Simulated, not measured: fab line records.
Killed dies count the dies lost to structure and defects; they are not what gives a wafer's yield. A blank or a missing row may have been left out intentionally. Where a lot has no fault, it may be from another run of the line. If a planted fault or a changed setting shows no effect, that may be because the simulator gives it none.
Which of the tools did it? || flow sky130 || 15 lots with 45 wafers sampled at 3 steps, on a route of 708 steps

WHAT EACH GAUGE READ, for each wafer
SKY_VIA1_THK_MEAS_01.
{"lot": "L659", "measured": "day 33 13:56", "on": "filmMetro-02", "VIA1_HDPCVD_THK (nm)": "1049 1052 1043"}
{"lot": "L661", "measured": "day 33 22:49", "on": "filmMetro-02", "VIA1_HDPCVD_THK (nm)": "1009 1037 1025"}
{"lot": "L662", "measured": "day 34 12:34", "on": "filmMetro-02", "VIA1_HDPCVD_THK (nm)": "1028 1039 1024"}
{"lot": "L663", "measured": "day 34 23:54", "on": "filmMetro-03", "VIA1_HDPCVD_THK (nm)": "1032 1042 1041"}
{"lot": "L664", "measured": "day 35 06:20", "on": "filmMetro-01", "VIA1_HDPCVD_THK (nm)": "1052 1056 1051"}
{"lot": "L671", "measured": "day 37 13:10", "on": "filmMetro-02", "VIA1_HDPCVD_THK (nm)": "1047 1046 1037"}
{"lot": "L672", "measured": "day 37 16:01", "on": "filmMetro-02", "VIA1_HDPCVD_THK (nm)": "1042 1045 1038"}
{"lot": "L673", "measured": "day 38 01:59", "on": "filmMetro-02", "VIA1_HDPCVD_THK (nm)": "1027 1035 1040"}
{"lot": "L675", "measured": "day 38 10:43", "on": "filmMetro-03", "VIA1_HDPCVD_THK (nm)": "1048 1052 1051"}
{"lot": "L674", "measured": "day 38 15:22", "on": "filmMetro-01", "VIA1_HDPCVD_THK (nm)": "1051 1036 1027"}
{"lot": "L676", "measured": "day 39 05:13", "on": "filmMetro-01", "VIA1_HDPCVD_THK (nm)": "1038 1036 1033"}
{"lot": "L678", "measured": "day 39 07:19", "on": "filmMetro-02", "VIA1_HDPCVD_THK (nm)": "1047 1050 1039"}
{"lot": "L677", "measured": "day 39 16:46", "on": "filmMetro-03", "VIA1_HDPCVD_THK (nm)": "1046 1031 1039"}
{"lot": "L679", "measured": "day 39 22:20", "on": "filmMetro-02", "VIA1_HDPCVD_THK (nm)": "1034 1051 1041"}
{"lot": "L680", "measured": "day 40 02:56", "on": "filmMetro-01", "VIA1_HDPCVD_THK (nm)": "1049 1051 1045"}

SKY_VIA1_CD_MEAS_12 targets a cd of 150 nm.
{"lot": "L659", "measured": "day 34 16:24", "on": "cdSem-02", "cdNm (nm)": "148.1 146.6 149.7"}
{"lot": "L661", "measured": "day 35 00:47", "on": "cdSem-01", "cdNm (nm)": "149.7 148.2 149.4"}
{"lot": "L662", "measured": "day 35 15:17", "on": "cdSem-02", "cdNm (nm)": "149.1 150.4 151.0"}
{"lot": "L663", "measured": "day 36 03:05", "on": "cdSem-01", "cdNm (nm)": "150.7 154.4 151.6"}
{"lot": "L664", "measured": "day 36 09:13", "on": "cdSem-02", "cdNm (nm)": "150.5 149.5 150.4"}
{"lot": "L671", "measured": "day 38 14:40", "on": "cdSem-01", "cdNm (nm)": "151.7 151.6 151.6"}
{"lot": "L672", "measured": "day 38 17:35", "on": "cdSem-01", "cdNm (nm)": "152.2 150.7 151.0"}
{"lot": "L673", "measured": "day 39 03:38", "on": "cdSem-02", "cdNm (nm)": "151.2 151.7 148.8"}
{"lot": "L675", "measured": "day 39 11:29", "on": "cdSem-02", "cdNm (nm)": "148.2 148.0 148.4"}
{"lot": "L674", "measured": "day 39 16:23", "on": "cdSem-02", "cdNm (nm)": "148.4 148.2 148.7"}
{"lot": "L676", "measured": "day 40 06:32", "on": "cdSem-02", "cdNm (nm)": "148.4 148.8 149.1"}
{"lot": "L678", "measured": "day 40 09:14", "on": "cdSem-02", "cdNm (nm)": "146.9 144.8 149.0"}
{"lot": "L677", "measured": "day 40 17:23", "on": "cdSem-01", "cdNm (nm)": "150.4 150.4 150.4"}
{"lot": "L679", "measured": "day 40 23:13", "on": "cdSem-01", "cdNm (nm)": "149.8 150.0 149.9"}
{"lot": "L680", "measured": "day 41 03:06", "on": "cdSem-02", "cdNm (nm)": "146.8 147.8 147.8"}

TOOL THAT RAN EACH LOT (tool first, then ch and the chambers of the sampled wafers, then the start)
{"lot": "L659", "SKY_VIA1_CMP_02": "cmp-02 ch 0,1,3, day 33 14:02"}
{"lot": "L661", "SKY_VIA1_CMP_02": "cmp-02 ch 0,3, day 33 22:53"}
{"lot": "L662", "SKY_VIA1_CMP_02": "cmp-01 ch 0,2, day 34 12:38"}
{"lot": "L663", "SKY_VIA1_CMP_02": "cmp-01 ch 0,2,3, day 35 00:01"}
{"lot": "L664", "SKY_VIA1_CMP_02": "cmp-01 ch 0,1,2, day 35 06:26"}
{"lot": "L671", "SKY_VIA1_CMP_02": "cmp-02 ch 0,2,3, day 37 13:20"}
{"lot": "L672", "SKY_VIA1_CMP_02": "cmp-02 ch 0,2,3, day 37 16:04"}
{"lot": "L673", "SKY_VIA1_CMP_02": "cmp-01 ch 0,1,3, day 38 02:02"}
{"lot": "L675", "SKY_VIA1_CMP_02": "cmp-01 ch 0,1,3, day 38 10:52"}
{"lot": "L674", "SKY_VIA1_CMP_02": "cmp-02 ch 1,2,3, day 38 15:25"}
{"lot": "L676", "SKY_VIA1_CMP_02": "cmp-01 ch 0,1, day 39 05:28"}
{"lot": "L678", "SKY_VIA1_CMP_02": "cmp-02 ch 0,2,3, day 39 07:28"}
{"lot": "L677", "SKY_VIA1_CMP_02": "cmp-01 ch 1,2,3, day 39 16:55"}
{"lot": "L679", "SKY_VIA1_CMP_02": "cmp-01 ch 0,2,3, day 39 22:47"}
{"lot": "L680", "SKY_VIA1_CMP_02": "cmp-01 ch 0,1,3, day 40 02:59"}
- SKY_VIA1_CMP_02: polishes SiO2.

AS READ BY THE TOOLS THEMSELVES (means over the sampled wafers that have a number; for cases with no such wafer, the mark the record gives instead)
SKY_VIA1_CMP_02.
{"lot": "L659", "tool": "cmp-02", "headPressurePsi (psi)": 4.001, "motorCurrentA (A)": 12.4}
{"lot": "L661", "tool": "cmp-02", "headPressurePsi (psi)": 3.996, "motorCurrentA (A)": 12.5}
{"lot": "L662", "tool": "cmp-01", "headPressurePsi (psi)": 3.998, "motorCurrentA (A)": 12.2}
{"lot": "L663", "tool": "cmp-01", "headPressurePsi (psi)": 3.995, "motorCurrentA (A)": 11.3}
{"lot": "L664", "tool": "cmp-01", "headPressurePsi (psi)": 3.999, "motorCurrentA (A)": 12.2}
{"lot": "L671", "tool": "cmp-02", "headPressurePsi (psi)": 4.001, "motorCurrentA (A)": 11.4}
{"lot": "L672", "tool": "cmp-02", "headPressurePsi (psi)": 3.996, "motorCurrentA (A)": 11.2}
{"lot": "L673", "tool": "cmp-01", "headPressurePsi (psi)": 3.992, "motorCurrentA (A)": 11.8}
{"lot": "L675", "tool": "cmp-01", "headPressurePsi (psi)": 4.004, "motorCurrentA (A)": 12.0}
{"lot": "L674", "tool": "cmp-02", "headPressurePsi (psi)": 4.012, "motorCurrentA (A)": 11.5}
{"lot": "L676", "tool": "cmp-01", "headPressurePsi (psi)": 3.996, "motorCurrentA (A)": 12.6}
{"lot": "L678", "tool": "cmp-02", "headPressurePsi (psi)": 4.003, "motorCurrentA (A)": 11.0}
{"lot": "L677", "tool": "cmp-01", "headPressurePsi (psi)": 4.001, "motorCurrentA (A)": 11.3}
{"lot": "L679", "tool": "cmp-01", "headPressurePsi (psi)": 3.998, "motorCurrentA (A)": 12.1}
{"lot": "L680", "tool": "cmp-01", "headPressurePsi (psi)": 4.007, "motorCurrentA (A)": 12.1}

THE ANSWER, worked out from the rows above alone
Rule: the usual values come from the lots themselves. The widest of any qualifying gaps counts: lots, ordered by their means at a reading, are off when they make up no more than a third of the lots, leave a main group of 4 or more, and stand apart from it by 3 or more times the standard deviation of that group's means. If all means in a main group match to the digits the tables above print for the reading, that group is not used. A lot without any number at a reading at which 4 lots or more have one is off too. Where the step has rows for the other lots, those lots are counted as sound. First the gauges in route order, then the tools' own readings, where a lot's mean is used as printed above. At the first step where some lot is off, the reading lying furthest off is the one used; lots without a number count as furthest.
Across all readings shown, no lot is off: no conclusion can be drawn from this.

WHAT THE SIMULATOR HAD PUT IN
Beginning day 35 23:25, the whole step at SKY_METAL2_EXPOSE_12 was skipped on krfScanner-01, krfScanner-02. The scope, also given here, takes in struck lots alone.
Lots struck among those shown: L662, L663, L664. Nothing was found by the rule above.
